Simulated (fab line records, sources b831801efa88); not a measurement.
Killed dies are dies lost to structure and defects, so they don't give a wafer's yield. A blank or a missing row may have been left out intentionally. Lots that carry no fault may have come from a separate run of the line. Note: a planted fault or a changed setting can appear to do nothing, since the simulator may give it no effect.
Which of the tools did it? | flow sky130 | 13 lots, 39 wafers sampled, at 2 steps of a route of 708

WHAT EACH GAUGE READ, for each wafer
SKY_METAL5_RS_MEAS_05: measurement is done with a four-point probe.
lot  | measured     | on            | METAL5_ALCU_RS (ohm/sq)
L592 | day 43 03:52 | film metro-02 | 0.0269 0.0267 0.0265
L593 | day 43 12:41 | film metro-02 | 0.0271 0.0268 0.0268
L594 | day 43 21:47 | film metro-02 | 0.0269 0.0267 0.0268
L595 | day 44 09:00 | film metro-03 | 0.0271 0.0269 0.0272
L596 | day 44 11:35 | film metro-02 | 0.0273 0.0275 0.0274
L597 | day 44 18:05 | film metro-04 | 0.0271 0.0275 0.0271
L598 | day 45 01:32 | film metro-04 | 0.0271 0.0273 0.0274
L599 | day 45 07:10 | film metro-03 | 0.0272 0.0267 0.0273
L603 | day 46 12:46 | film metro-02 | 0.0270 0.0274 0.0269
L605 | day 47 05:19 | film metro-04 | 0.0277 0.0271 0.0276
L607 | day 47 05:52 | film metro-03 | 0.0275 0.0276 0.0273
L613 | day 48 18:01 | film metro-03 | 0.0269 0.0273 0.0270
L614 | day 48 18:19 | film metro-04 | 0.0265 0.0267 0.0270

TOOL THAT RAN EACH LOT (tool first, then ch and the chambers of the sampled wafers, then the start)
lot  | SKY_CONTACT_CMP_04
L592 | cmp-02 ch 0,1,3, day 30 15:36
L593 | cmp-02 ch 1,3, day 30 23:31
L594 | cmp-02 ch 1,2, day 31 16:02
L595 | cmp-02 ch 0,1, day 32 07:31
L596 | cmp-02 ch 1,2, day 32 08:04
L597 | cmp-02 ch 1,2,3, day 32 15:23
L598 | cmp-02 ch 1,2, day 32 23:40
L599 | cmp-02 ch 0,1,2, day 33 06:59
L603 | cmp-02 ch 0,1,2, day 34 22:55
L605 | cmp-02 ch 0,1,3, day 35 16:02
L607 | cmp-01 ch 1,2,3, day 35 17:30
L613 | cmp-01 ch 0,1,3, day 37 13:39
L614 | cmp-01 ch 1,3, day 37 16:30
- SKY_CONTACT_CMP_04: polishes SiO2.

WHAT THE TOOLS THEMSELVES READ (means of the sampled wafers that have a number; where no wafer has one, the mark that the record gives instead)
SKY_CONTACT_CMP_04.
lot  | tool   | motor current A (A) | retaining ring pressure frac | time to endpoint s (s)
L592 | cmp-02 | 12.3                | 1.000                        | 79
L593 | cmp-02 | 12.3                | 1.003                        | 83
L594 | cmp-02 | 13.0                | 0.995                        | 81
L595 | cmp-02 | 13.0                | 1.003                        | 84
L596 | cmp-02 | 13.0                | 1.002                        | 87
L597 | cmp-02 | 13.0                | 1.007                        | 85
L598 | cmp-02 | 12.8                | 0.995                        | 85
L599 | cmp-02 | 12.8                | 0.999                        | 88
L603 | cmp-02 | 12.8                | 0.996                        | 87
L605 | cmp-02 | 12.2                | 0.996                        | 86
L607 | cmp-01 | 11.8                | 0.999                        | 87
L613 | cmp-01 | 12.3                | 1.003                        | 85
L614 | cmp-01 | 13.4                | 1.001                        | 90

THE ANSWER, worked out from the rows above alone
Rule: the usual values come from the lots themselves. The widest of any qualifying gaps counts: lots, ordered by their means at a reading, are off when they make up no more than a third of the lots, leave a main group of 4 or more, and stand apart from it by 3 or more times the standard deviation of that group's means. A main group is skipped when, at the precision printed for the reading in the tables above, its means are all equal. Also off: a lot with no number at a reading for which 4 or more lots have one. The other lots that the step has rows for count as sound. The gauges are gone through in route order, then the tools' own readings, and for those a lot's mean is taken as printed above. At the first step where some lot is off, the reading lying furthest off is the one used; lots without a number count as furthest.
No lot is off on any of the readings shown, so nothing can be concluded from this.

WHAT THE SIMULATOR HAD INSERTED
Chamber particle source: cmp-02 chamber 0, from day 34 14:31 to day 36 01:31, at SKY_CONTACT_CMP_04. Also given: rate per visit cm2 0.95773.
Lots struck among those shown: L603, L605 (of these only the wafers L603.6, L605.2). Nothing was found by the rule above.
